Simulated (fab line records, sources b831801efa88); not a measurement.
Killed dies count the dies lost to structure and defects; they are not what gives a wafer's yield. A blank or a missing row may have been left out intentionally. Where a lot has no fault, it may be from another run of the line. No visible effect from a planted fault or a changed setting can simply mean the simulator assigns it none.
Comparing a struck lot with a sound one -- flow sky130 -- 18 steps out of a route of 708
Sound: the wafers L345.3, L345.5, L345.6. Struck: wafers L344.1, L344.3, L344.6. Last of all comes the cause.
At each step with rows: each side's tool, then ch and its chambers, then its first start. Under that, the readings that differ: sound wafers -- struck wafers -- difference of the means -- sigmas: that difference in standard deviations of wafers without a fault.
alike: readings whose means differ by less than 2 such deviations, and words and numbers that are the same on both sides. not compared: withheld readings, readings that some wafer has no value for, bounds like >300 that may hide the same value, and numbers for which the record gives no deviation and whose values overlap.
Wherever a step has rows on one side only, a row that says differs or no value, or a row with sigmas, the two part there. Numbers that have no deviation but don't overlap get no sigmas and don't part them. A reading that every wafer of one side lacks parts them only if that side has two wafers or more.

SKY_CONTACT_CMP_04: polishes SiO2.
  sound on cmp-01 ch 0,1, day 34 13:26; struck on cmp-01 ch 1,3, day 33 17:49
  alike: motor current A, slurry flow ml min, time to endpoint s
SKY_CONTACT_BOW_MEAS_05:
  sound on film metro-03 at day 34 13:43; struck on film metro-03 at day 33 18:04
  alike: CONTACT_BOW
then, 8 steps without rows for these wafers: SKY_CONTACT_DEHYDRATE_06 (time 60 s); SKY_CONTACT_HMDS_07 (prime time 60 s); SKY_CONTACT_COAT_08 (resist thk 60 nm); SKY_CONTACT_COAT_09 (resist thk 450 nm); SKY_CONTACT_SOFTBAKE_10 (time 90 s); SKY_CONTACT_EXPOSE_11 (exposes mask CTM1, target cd 170 nm); SKY_CONTACT_PEB_12; SKY_CONTACT_DEVELOP_13 (develop time 60 s).
SKY_CONTACT_CD_MEAS_14: target cd 170 nm.
  sound on cd sem-02 at day 35 16:10; struck on cd sem-02 at day 34 20:29
reading,sound,struck,difference,sigmas
cd nm (nm),168.4 168.7 169.8,173.2 172.8 173.6,+4.2,+3
SKY_CONTACT_OVL_MEAS_15:
  sound on overlay-01 at day 35 16:16; struck on overlay-01 at day 34 20:36
  alike: CONTACT_OVL
SKY_CONTACT_ETCH_16: etches BARC in N2/H2, stops on SiO2, time 45.9 s, target depth 60 nm.
  sound on rie diel-01 ch 2,3, day 35 16:17; struck on rie diel-03 ch 0,2,3, day 34 20:38
  no value came back on the struck wafers for any of 7 readings (bias w (W), chamber pressure mTorr (mTorr) and others); on the sound wafers bias w (W) reads 100.0 99.7 100.0
reading,sound,struck,difference,sigmas
model.KrF-thick_of_CONTACT_COAT_09.thk nm (nm),390.8 393.9 391.7,435.8 436.6 436,+44.0,
  not compared: rf hours counter h
SKY_CONTACT_ETCH_17: etches SiO2 in C4F8/O2/Ar, stops on Si3N4, target depth 340 nm.
  sound on rie diel-01 ch 2,3, day 35 16:20; struck on rie diel-03 ch 0,2,3, day 34 20:41
reading,sound,struck,difference,sigmas
oes product au (a.u.),0.892 0.886 0.885,0.382 0.379 0.371,-0.510,-99 or more
  alike: bias w, chamber pressure mTorr, rf fwd power W
SKY_CONTACT_ETCH_18: etches Si3N4 in CHF3/O2, stops on TiN, time 39 s, target depth 75 nm.
  sound on rie diel-01 ch 2,3; struck on rie diel-03 ch 0,2,3
reading,sound,struck,difference,sigmas
oes product au (a.u.),0.847 0.849 0.875,0.369 0.367 0.375,-0.487,-62
throttle valve pct (%),8.783 8.783 8.796,8.682 8.675 8.658,-0.116,-12
model.KrF-thick_of_CONTACT_COAT_09.thk nm (nm),241.4 246.6 242,284 289.7 289.8,+44,
  alike: O2_flow_sccm, bias w, drypump motor current A, rf fwd power W
  not compared: rf hours counter h
SKY_CONTACT_STRIP_19: strips in O2/N2.
  sound on plasma asher-02 ch 0,1, day 35 16:27; struck on plasma asher-02 ch 0,1, day 34 20:46
reading,sound,struck,difference,sigmas
oes product au (a.u.),0.379 0.383 0.381,0.398 0.403 0.399,+0.019,+4
strip time to endpoint s (s),3.60 3.66 3.60,4.04 4.11 4.10,+0.46,+13
  alike: drypump motor current A, n2 flow sccm
  not compared: rf hours counter h
then, 1 step without rows for these wafers: SKY_CONTACT_STRIP_20 (strips in post etch residue remover, time 1200 s).
-- the record jumps here: 14 days lie between the struck wafers' starts before and after (it left off in module CONTACT and takes up again in module PAD_OPEN, whose first step shown is number 708 of the route) --
SKY_PAD_OPEN_PROBE_99:
  rows exist in the record for the struck wafers here (prober-01, day 48 12:25), but not for the sound ones

## WHERE THEY PART
At SKY_CONTACT_CD_MEAS_14 first; at SKY_PAD_OPEN_PROBE_99 last (within this record only).

WHY: the cause the simulator had injected
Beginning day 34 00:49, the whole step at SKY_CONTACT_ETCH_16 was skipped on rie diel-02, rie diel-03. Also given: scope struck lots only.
